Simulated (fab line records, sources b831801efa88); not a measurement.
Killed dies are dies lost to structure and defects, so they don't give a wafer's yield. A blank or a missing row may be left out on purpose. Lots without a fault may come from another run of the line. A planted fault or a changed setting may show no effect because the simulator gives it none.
Chamber matching | flow gf180mcu | GF_V5_CMP_26 on cmp-02: 4 sister chambers
The step polishes, stops on SiO2, t overpolish 15 s, target thk 0 nm. 17 wafers are shown with their chamber, then 8 later ones without.

WAFERS WITH THEIR CHAMBER
wafer  | chamber | time_to_endpoint_s (s) | motor_current_A (A) | overpolish_run_s (s)
L272.1 | 1       | 85.8                   | 12.5                | 15.016
L272.4 | 0       | 82.1                   | 11.6                | 15.010
L272.5 | 0       | 81.2                   | 12.3                | 15.009
L273.1 | 2       | 82.9                   | 10.7                | 15.001
L273.5 | 0       | 82.5                   | 11.3                | 15.013
L273.6 | 3       | 85.1                   | 11.3                | 15.001
L275.1 | 3       | 82.9                   | 11.4                | 15.001
L275.5 | 0       | 83.8                   | 11.6                | 14.993
L275.6 | 3       | 86.0                   | 11.2                | 14.999
L278.3 | 3       | 83.9                   | 11.1                | 14.988
L278.4 | 2       | 81.5                   | 10.8                | 15.014
L278.5 | 0       | 82.7                   | 11.1                | 14.994
L281.3 | 3       | 85.6                   | 12.3                | 15.011
L281.4 | 0       | 83.5                   | 11.9                | 15.003
L282.1 | 0       | 83.2                   | 12.0                | 15.001
L282.6 | 3       | 83.8                   | 11.4                | 15.023
L292.1 | 2       | 80.2                   | 11.3                | 14.996

SIGNATURES (means of the wafers above)
reading            | chamber 0 | chamber 1 | chamber 2 | chamber 3 | scatter within a chamber
time_to_endpoint_s | 82.714    | 85.800    | 81.533    | 84.550    | 1.1
motor_current_A    | 11.686    | 12.500    | 10.933    | 11.450    | 0.409
overpolish_run_s   | 15.00329  | 15.01600  | 15.00367  | 15.00383  | 0.00981
Rule: a wafer's distance from a chamber is the root of the sum, over the readings, of the square of ((its reading less the chamber's mean) divided by the reading's scatter). The wafer belongs to the nearest chamber; if the next one is less than 2 further off, it can't be placed. The scatter: the root of (the sum of the squares of (reading less its chamber's mean) over the shown wafers, divided by (wafers less chambers)).

WAFERS WITHOUT THEIR CHAMBER
wafer  | time_to_endpoint_s (s) | motor_current_A (A) | overpolish_run_s (s)
L292.3 | 84.4                   | 12.6                | 15.003
L292.5 | 85.4                   | 12.0                | 14.993
L293.2 | 81.7                   | 11.2                | 14.999
L293.3 | 86.4                   | 11.5                | 15.006
L293.6 | 86.2                   | 13.3                | 14.987
L294.3 | 86.8                   | 12.4                | 15.007
L294.4 | 82.6                   | 11.8                | 15.003
L294.6 | 82.9                   | 11.1                | 14.989

WHICH CHAMBER EACH WENT THROUGH
wafer  | from the rows above          | in truth
L292.3 | can't be placed: 1 or 0 or 3 | 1
L292.5 | can't be placed: 3 or 1 or 0 | 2
L293.2 | can't be placed: 2 or 0 or 3 | 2
L293.3 | can't be placed: 3 or 1 or 0 | 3
L293.6 | can't be placed: 1 or 3 or 0 | 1
L294.3 | can't be placed: 1 or 3      | 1
L294.4 | can't be placed: 0 or 3      | 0
L294.6 | can't be placed: 2 or 0 or 3 | 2
Placed correctly: 0 of 8. Can't be placed from these rows: 8 (the true chamber is among the candidates in 7). Placed wrongly: 0.
